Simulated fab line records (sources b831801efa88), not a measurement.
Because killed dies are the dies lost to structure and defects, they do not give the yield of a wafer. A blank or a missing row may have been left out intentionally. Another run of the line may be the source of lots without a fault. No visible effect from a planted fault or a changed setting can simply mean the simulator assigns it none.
Which tool is to blame? | flow sky130 | 14 lots with 42 wafers sampled at 3 steps, on a route of 708 steps

## WHAT EACH GAUGE READ, for each wafer
SKY_LI_CONTACT_RS_MEAS_22: measurement is done with a four-point probe. Usual: for LI_CONTACT_W_RS the level is 0.288 ohm/sq and the standard deviation is 0.0041.
lot  | measured     | on           | LI_CONTACT_W_RS (ohm/sq) | flag
L705 | day 29 23:37 | filmMetro-01 | 0.286 0.279 0.279        | 
L707 | day 30 14:29 | filmMetro-02 | 0.281 0.294 0.293        | 
L706 | day 30 16:56 | filmMetro-04 | 0.283 0.287 0.292        | 
L708 | day 31 01:07 | filmMetro-04 | 0.294 0.294 0.289        | 
L709 | day 31 08:49 | filmMetro-01 | 0.285 0.286 0.288        | 
L711 | day 31 13:34 | filmMetro-04 | 0.287 0.284 0.292        | 
L710 | day 31 14:31 | filmMetro-01 | 0.291 0.287 0.290        | 
L713 | day 32 15:07 | filmMetro-01 | 0.278 0.273 0.275        | OFF
L714 | day 33 01:32 | filmMetro-01 | 0.264 0.270 0.266        | OFF
L718 | day 34 09:04 | filmMetro-01 | 0.290 0.288 0.286        | 
L725 | day 35 23:46 | filmMetro-02 | 0.287 0.286 0.288        | 
L724 | day 36 01:14 | filmMetro-04 | 0.288 0.288 0.289        | 
L726 | day 36 10:39 | filmMetro-04 | 0.294 0.294 0.292        | 
L727 | day 36 17:51 | filmMetro-02 | 0.290 0.286 0.288        | 

SKY_LI_CONTACT_THK_MEAS_23: measures by xrf. Usual: for LI_CONTACT_W_THK the level is 405 nm and the standard deviation is 6.7.
lot  | measured     | on           | LI_CONTACT_W_THK (nm) | flag
L705 | day 29 23:44 | filmMetro-01 | 403 415 411           | 
L707 | day 30 14:35 | filmMetro-02 | 419 402 399           | 
L706 | day 30 17:04 | filmMetro-04 | 418 411 405           | 
L708 | day 31 01:13 | filmMetro-04 | 400 396 407           | 
L709 | day 31 08:56 | filmMetro-01 | 406 407 405           | 
L711 | day 31 13:40 | filmMetro-04 | 406 412 402           | 
L710 | day 31 14:38 | filmMetro-01 | 397 405 401           | 
L713 | day 32 15:13 | filmMetro-01 | 414 427 420           | 
L714 | day 33 01:39 | filmMetro-01 | 439 431 433           | OFF
L718 | day 34 09:11 | filmMetro-01 | 398 403 404           | 
L725 | day 35 23:53 | filmMetro-02 | 411 412 404           | 
L724 | day 36 01:22 | filmMetro-04 | 408 407 407           | 
L726 | day 36 10:46 | filmMetro-04 | 399 400 403           | 
L727 | day 36 17:56 | filmMetro-02 | 407 411 411           | 

## TOOL THAT RAN EACH LOT (tool first, then ch and the chambers of the sampled wafers, then the start)
lot  | SKY_LI_CONTACT_CVD_21
L705 | cvdW-02 ch 0,1, day 29 23:29
L707 | cvdW-01 ch 0,1, day 30 14:21
L706 | cvdW-01 ch 0,1, day 30 16:49
L708 | cvdW-01 ch 0, day 31 00:58
L709 | cvdW-02 ch 0,1, day 31 08:41
L711 | cvdW-02 ch 0,1, day 31 13:26
L710 | cvdW-01 ch 0, day 31 14:23
L713 | cvdW-02 ch 0,1, day 32 14:58
L714 | cvdW-02 ch 0, day 33 01:25
L718 | cvdW-01 ch 0, day 34 08:49
L725 | cvdW-01 ch 1, day 35 23:39
L724 | cvdW-01 ch 0,1, day 36 01:07
L726 | cvdW-02 ch 1, day 36 10:31
L727 | cvdW-01 ch 0,1, day 36 17:42
- SKY_LI_CONTACT_CVD_21: deposits W, target thk 400 nm, time 120.56 s.

## AS READ BY THE TOOLS THEMSELVES (means over the sampled wafers that have a number; for cases with no such wafer, the mark the record gives instead)
SKY_LI_CONTACT_CVD_21. Usual: chamberPressureTorr 40.00 Torr, standard deviation 0.091; heaterPowerW 887 W, standard deviation 92; susceptorTempC 399.97 C, standard deviation 0.21.
lot  | tool    | chamberPressureTorr (Torr) | heaterPowerW (W) | susceptorTempC (C) | flag
L705 | cvdW-02 | 40.08                      | 821              | 400.10             | 
L707 | cvdW-01 | 39.94                      | 978              | 399.95             | 
L706 | cvdW-01 | 40.09                      | 948              | 400.16             | 
L708 | cvdW-01 | 39.94                      | 961              | 400.10             | 
L709 | cvdW-02 | 40.08                      | 834              | 400.03             | 
L711 | cvdW-02 | 39.97                      | 798              | 399.69             | 
L710 | cvdW-01 | 39.99                      | 952              | 400.10             | 
L713 | cvdW-02 | 44.10                      | 793              | 400.05             | OFF
L714 | cvdW-02 | 43.98                      | 868              | 400.14             | OFF
L718 | cvdW-01 | 39.97                      | 975              | 400.10             | 
L725 | cvdW-01 | 40.08                      | 988              | 400.30             | 
L724 | cvdW-01 | 40.01                      | 970              | 399.96             | 
L726 | cvdW-02 | 40.01                      | 757              | 399.75             | 
L727 | cvdW-01 | 39.95                      | 961              | 399.98             | 

## THE ANSWER, worked out from the rows above alone
Rule: a lot counts as off when the mean over its wafers that have a number is more than 3 standard deviations away from the usual mean. A lot without any number at a reading at which 4 lots or more have one is off too. The other lots that the step has rows for count as sound. After the gauges, taken in route order, come the tools' own readings; for these a lot's mean is taken, as printed above. The first step at which some lot is off is used, and at that step the reading that is off furthest; a lot without a number counts as furthest.
Off: L713, L714, seen at SKY_LI_CONTACT_RS_MEAS_22 (LI_CONTACT_W_RS).
A tool fits if, at a process step before that reading, it ran every lot that is off, and no sound lot after the first of them. Not tried: the gauges at SKY_LI_CONTACT_RS_MEAS_22; whatever is off there is also off at SKY_LI_CONTACT_CVD_21, on other tools, and gauge error can't account for it. No candidate that was tried fits.

## WHAT THE SIMULATOR PUT IN
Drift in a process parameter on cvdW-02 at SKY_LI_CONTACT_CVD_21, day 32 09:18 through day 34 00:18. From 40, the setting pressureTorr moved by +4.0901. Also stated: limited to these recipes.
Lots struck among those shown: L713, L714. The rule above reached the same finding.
